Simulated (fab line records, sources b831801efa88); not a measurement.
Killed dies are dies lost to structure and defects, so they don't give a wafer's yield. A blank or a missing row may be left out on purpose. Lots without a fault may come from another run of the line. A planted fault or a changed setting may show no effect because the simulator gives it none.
Which tool did it? | flow sky130 | 15 lots, 45 wafers sampled, at 2 steps of a route of 708

WHAT THE GAUGES READ, wafer by wafer
SKY_FIELD_ISO_BOW_MEAS_00.
lot  | measured    | on            | INCOMING_BOW (um)
L492 | day 1 15:00 | film_metro-03 | 2 2 -6
L493 | day 1 20:00 | film_metro-03 | -3 10 -7
L494 | day 2 01:00 | film_metro-03 | -5 1 -5
L495 | day 2 06:01 | film_metro-03 | 1 -10 13
L496 | day 2 11:00 | film_metro-03 | -4 10 4
L497 | day 2 16:00 | film_metro-04 | 7 8 10
L500 | day 3 07:00 | film_metro-04 | 8 5 -2
L501 | day 3 12:01 | film_metro-02 | 10 5 3
L502 | day 3 17:02 | film_metro-04 | -3 1 1
L503 | day 3 22:00 | film_metro-04 | -7 -9 0
L504 | day 4 03:01 | film_metro-02 | 6 2 -8
L506 | day 4 13:00 | film_metro-02 | 14 7 4
L512 | day 5 19:00 | film_metro-04 | -6 -2 -7
L513 | day 6 00:00 | film_metro-03 | -5 5 5
L514 | day 6 05:01 | film_metro-03 | 6 15 12

SKY_VT_ADJUST_HVTR_TW_MEAS_11.
lot  | measured     | on            | VT_ADJUST_HVTR_TW
L492 | day 9 18:34  | film_metro-03 | 211.1 210.3 211.2
L493 | day 10 05:14 | film_metro-02 | 208.3 209.3 209.0
L494 | day 10 09:52 | film_metro-01 | 210.6 210.3 209.5
L495 | day 10 11:26 | film_metro-01 | 211.2 210.5 211.2
L496 | day 11 04:38 | film_metro-03 | 210.9 209.8 210.1
L497 | day 11 09:23 | film_metro-01 | 210.3 210.5 210.7
L500 | day 12 05:37 | film_metro-01 | 210.4 209.1 209.0
L501 | day 12 10:31 | film_metro-01 | 209.1 210.0 210.5
L502 | day 13 00:47 | film_metro-02 | 209.2 209.1 209.8
L503 | day 13 01:58 | film_metro-03 | 211.1 212.3 209.8
L504 | day 13 10:01 | film_metro-01 | 210.4 210.5 211.2
L506 | day 14 07:17 | film_metro-01 | 211.9 212.2 213.1
L512 | day 15 22:01 | film_metro-01 | 213.5 213.5 211.4
L513 | day 16 03:37 | film_metro-03 | 211.8 210.5 211.5
L514 | day 16 16:43 | film_metro-03 | 209.3 210.6 211.3

WHICH TOOL RAN EACH LOT (tool, then ch and the chambers of the sampled wafers, then the start)
The record holds no process step before these readings.

WHAT THE TOOLS THEMSELVES READ (means of the sampled wafers that have a number; where no wafer has one, the mark that the record gives instead)
The record holds no such reading with a usual standard deviation.

THE ANSWER, worked out from the rows above alone
Rule: what is usual is taken from the lots themselves. Put in order of their means at a reading, lots are off if they are a third of the lots or fewer, leave a main group of 4 or more, and stand apart from it by a gap of 3 or more times the standard deviation of the main group's means; of several such gaps the widest counts. A main group whose means are all the same, to the digits that the tables above print for the reading, isn't used. A lot without any number at a reading at which 4 lots or more have one is off too. The other lots that the step has rows for count as sound. The gauges are gone through in route order, then the tools' own readings, and for those a lot's mean is taken as printed above. The first step at which some lot is off is used, and at that step the reading that is off furthest; a lot without a number counts as furthest.
No lot is off at any reading shown: from this, nothing can be told.

WHAT THE SIMULATOR HAD PUT IN
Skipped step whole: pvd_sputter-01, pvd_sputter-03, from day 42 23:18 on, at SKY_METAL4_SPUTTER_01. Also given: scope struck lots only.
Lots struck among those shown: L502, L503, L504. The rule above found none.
